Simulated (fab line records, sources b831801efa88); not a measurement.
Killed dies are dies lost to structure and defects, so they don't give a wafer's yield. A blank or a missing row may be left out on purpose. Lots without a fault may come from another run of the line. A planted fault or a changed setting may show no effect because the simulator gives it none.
Which tool did it? | flow sky130 | 13 lots, 39 wafers sampled, at 4 steps of a route of 708

WHAT THE GAUGES READ, wafer by wafer
SKY_METAL3_CD_MEAS_13: target cd 300 nm. Usual: cd_nm 299.9 nm, standard deviation 1.4.
lot  | measured     | on        | cd_nm (nm)        | flag
L334 | day 38 05:03 | cd_sem-01 | 301.9 300.0 301.2 |
L335 | day 39 00:13 | cd_sem-01 | 299.3 301.2 300.8 |
L336 | day 39 02:02 | cd_sem-02 | 299.4 299.4 300.7 |
L337 | day 39 22:25 | cd_sem-02 | 298.3 298.4 299.2 |
L338 | day 40 02:29 | cd_sem-02 | 299.3 301.9 300.4 |
L340 | day 40 17:15 | cd_sem-01 | 301.3 301.2 299.9 |
L341 | day 40 19:58 | cd_sem-02 | 300.5 300.1 300.1 |
L339 | day 40 20:35 | cd_sem-01 | 300.9 301.3 301.3 |
L342 | day 41 07:10 | cd_sem-01 | 301.0 301.4 300.1 |
L349 | day 43 02:35 | cd_sem-02 | 300.1 300.2 283.4 | OFF
L353 | day 44 06:51 | cd_sem-01 | 300.5 299.5 298.5 |
L354 | day 44 09:37 | cd_sem-01 | 300.1 300.1 299.6 |
L356 | day 44 22:42 | cd_sem-02 | 299.8 300.6 299.3 |

SKY_METAL3_OVL_MEAS_14. Usual: METAL3_OVL -1 nm, standard deviation 3.8.
lot  | measured     | on         | METAL3_OVL (nm) | flag
L334 | day 38 05:09 | overlay-01 | -4 -3 0         |
L335 | day 39 00:20 | overlay-01 | -4 -5 -4        |
L336 | day 39 02:09 | overlay-01 | -13 0 -2        |
L337 | day 39 22:31 | overlay-02 | -3 2 -4         |
L338 | day 40 02:35 | overlay-02 | 1 -1 3          |
L340 | day 40 17:22 | overlay-02 | -13 2 -8        |
L341 | day 40 20:04 | overlay-01 | 7 -3 5          |
L339 | day 40 20:42 | overlay-02 | 0 2 2           |
L342 | day 41 07:16 | overlay-02 | -2 1 -5         |
L349 | day 43 02:41 | overlay-01 | -2 5 -4         |
L353 | day 44 06:57 | overlay-01 | 4 0 -2          |
L354 | day 44 09:43 | overlay-01 | 2 4 -1          |
L356 | day 44 22:49 | overlay-02 | -3 -4 -3        |

WHICH TOOL RAN EACH LOT (tool, then ch and the chambers of the sampled wafers, then the start)
lot  | SKY_METAL3_SPUTTER_00        | SKY_METAL3_EXPOSE_10
L334 | pvd_sputter-02, day 35 23:38 | krf_scanner-02 ch 0, day 37 16:23
L335 | pvd_sputter-02, day 36 19:26 | krf_scanner-01 ch 0, day 38 11:37
L336 | pvd_sputter-04, day 36 21:25 | krf_scanner-02 ch 0, day 38 13:53
L337 | pvd_sputter-02, day 37 18:44 | krf_scanner-01 ch 0, day 39 10:10
L338 | pvd_sputter-03, day 37 23:28 | krf_scanner-01 ch 0, day 39 14:45
L340 | pvd_sputter-02, day 38 16:28 | krf_scanner-02 ch 0, day 40 04:59
L341 | pvd_sputter-03, day 38 17:48 | krf_scanner-01 ch 0, day 40 07:38
L339 | pvd_sputter-04, day 38 18:59 | krf_scanner-01 ch 0, day 40 08:17
L342 | pvd_sputter-02, day 39 05:13 | krf_scanner-01 ch 0, day 40 19:36
L349 | pvd_sputter-04, day 41 02:32 | krf_scanner-01 ch 0, day 42 14:45
L353 | pvd_sputter-03, day 42 08:40 | krf_scanner-02 ch 0, day 43 19:32
L354 | pvd_sputter-03, day 42 11:08 | krf_scanner-02 ch 0, day 43 23:16
L356 | pvd_sputter-04, day 43 00:53 | krf_scanner-02 ch 0, day 44 11:28
- SKY_METAL3_SPUTTER_00: material Ti, target thk 15 nm, time 10 s.
- SKY_METAL3_EXPOSE_10: exposes mask MM3, target cd 300 nm.

WHAT THE TOOLS THEMSELVES READ (means of the sampled wafers that have a number; where no wafer has one, the mark that the record gives instead)
SKY_METAL3_SPUTTER_00. Usual: cathode_dc_power_W 3000.0 W, standard deviation 0.52; throttle_valve_pct 30.1 %, standard deviation 1.2.
lot  | tool           | cathode_dc_power_W (W) | throttle_valve_pct (%) | flag
L334 | pvd_sputter-02 | 2999.8                 | 29.6                   |
L335 | pvd_sputter-02 | 2999.4                 | 30.8                   |
L336 | pvd_sputter-04 | 2999.7                 | 30.5                   |
L337 | pvd_sputter-02 | 3000.2                 | 30.3                   |
L338 | pvd_sputter-03 | 3000.1                 | 30.9                   |
L340 | pvd_sputter-02 | 3000.4                 | 29.7                   |
L341 | pvd_sputter-03 | 2999.6                 | 30.2                   |
L339 | pvd_sputter-04 | 2999.9                 | 29.5                   |
L342 | pvd_sputter-02 | 2999.7                 | 29.9                   |
L349 | pvd_sputter-04 | 3000.7                 | 30.3                   |
L353 | pvd_sputter-03 | 2999.4                 | 30.8                   |
L354 | pvd_sputter-03 | 2999.5                 | 31.0                   |
L356 | pvd_sputter-04 | 3000.1                 | 29.6                   |

THE ANSWER, worked out from the rows above alone
Rule: a lot is off if the mean of its wafers that have a number lies more than 3 standard deviations from the usual mean. A lot without any number at a reading at which 4 lots or more have one is off too. The other lots that the step has rows for count as sound. The gauges are gone through in route order, then the tools' own readings, and for those a lot's mean is taken as printed above. The first step at which some lot is off is used, and at that step the reading that is off furthest; a lot without a number counts as furthest.
Off: L349, at SKY_METAL3_CD_MEAS_13 (cd_nm).
A tool fits if, at a process step before that reading, it ran every lot that is off, and no sound lot after the first of them. The gauges at SKY_METAL3_CD_MEAS_13 are tried like those tools. One fits: krf_scanner-01 at SKY_METAL3_EXPOSE_10. Its last sound lot is L342 (day 40 19:36), its first lot that is off L349 (day 42 14:45): a fault that began between those two fits.

WHAT THE SIMULATOR HAD PUT IN
Process parameter drift: krf_scanner-01, from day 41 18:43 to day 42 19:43, at SKY_METAL3_EXPOSE_10. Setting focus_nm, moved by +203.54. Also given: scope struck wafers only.
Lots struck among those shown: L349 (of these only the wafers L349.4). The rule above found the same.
